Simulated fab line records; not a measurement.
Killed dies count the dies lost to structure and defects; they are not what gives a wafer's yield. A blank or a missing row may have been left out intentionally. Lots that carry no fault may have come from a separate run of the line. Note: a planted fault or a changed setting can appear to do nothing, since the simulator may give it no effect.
Matching of chambers	flow sky130	SKY_LI_CONTACT_ETCH_14 on rie diel-02 has 4 sister chambers
The step etches BARC in N2/H2, stops on SiO2, time 45.9 s, target depth 60 nm. 14 wafers are shown with their chamber, then 7 later ones without.

EACH WAFER AND ITS CHAMBER
wafer	chamber	drypump motor current A (A)	oes product au (a.u.)	throttle valve pct (%)
L942.2	3	5.5	0.854	13.224
L942.4	0	5.2	0.855	13.219
L942.5	0	5.2	0.854	13.228
L948.1	2	6.2	0.850	13.231
L948.4	0	5.2	0.853	13.216
L948.5	3	5.5	0.855	13.215
L956.2	1	5.9	0.854	13.226
L956.4	0	5.2	0.846	13.230
L956.5	1	5.9	0.846	13.232
L959.3	1	5.9	0.847	13.222
L959.5	1	5.9	0.847	13.231
L959.6	2	6.2	0.851	13.221
L961.2	1	5.9	0.855	13.240
L961.3	0	5.3	0.851	13.221

SIGNATURES (averages over the wafers above)
reading	chamber 0	chamber 1	chamber 2	chamber 3	scatter within a chamber
drypump motor current A	5.220	5.900	6.200	5.500	0.0283
oes product au	0.85180	0.84980	0.85050	0.85450	0.00356
throttle valve pct	13.22280	13.23020	13.22600	13.21950	0.00647
Rule: a wafer's distance from a chamber is the root of the sum, over the readings, of the square of ((its reading less the chamber's mean) divided by the reading's scatter). If the next closest chamber is less than 2 further off than the closest, the wafer can't be placed; otherwise it belongs to the closest. The scatter is the square root of a quotient: the sum, over the shown wafers, of each reading's squared deviation from its chamber's mean, divided by wafers minus chambers.

WAFERS WITH NO CHAMBER GIVEN
wafer	drypump motor current A (A)	oes product au (a.u.)	throttle valve pct (%)
L961.5	6.2	0.853	13.208
L964.2	5.3	0.857	13.208
L964.3	6.2	0.858	13.229
L964.6	5.4	0.849	13.224
L965.2	5.9	0.865	13.227
L965.3	5.3	0.851	13.216
L965.5	5.3	0.848	13.226

WHICH CHAMBER EACH ONE RAN IN
wafer	from the rows above	in truth
L961.5	2	2
L964.2	0	0
L964.3	2	2
L964.6	3	3
L965.2	1	1
L965.3	0	0
L965.5	0	0
Placed correctly: 7 of 7. From these rows, 0 cannot be placed. Number placed wrongly: 0.
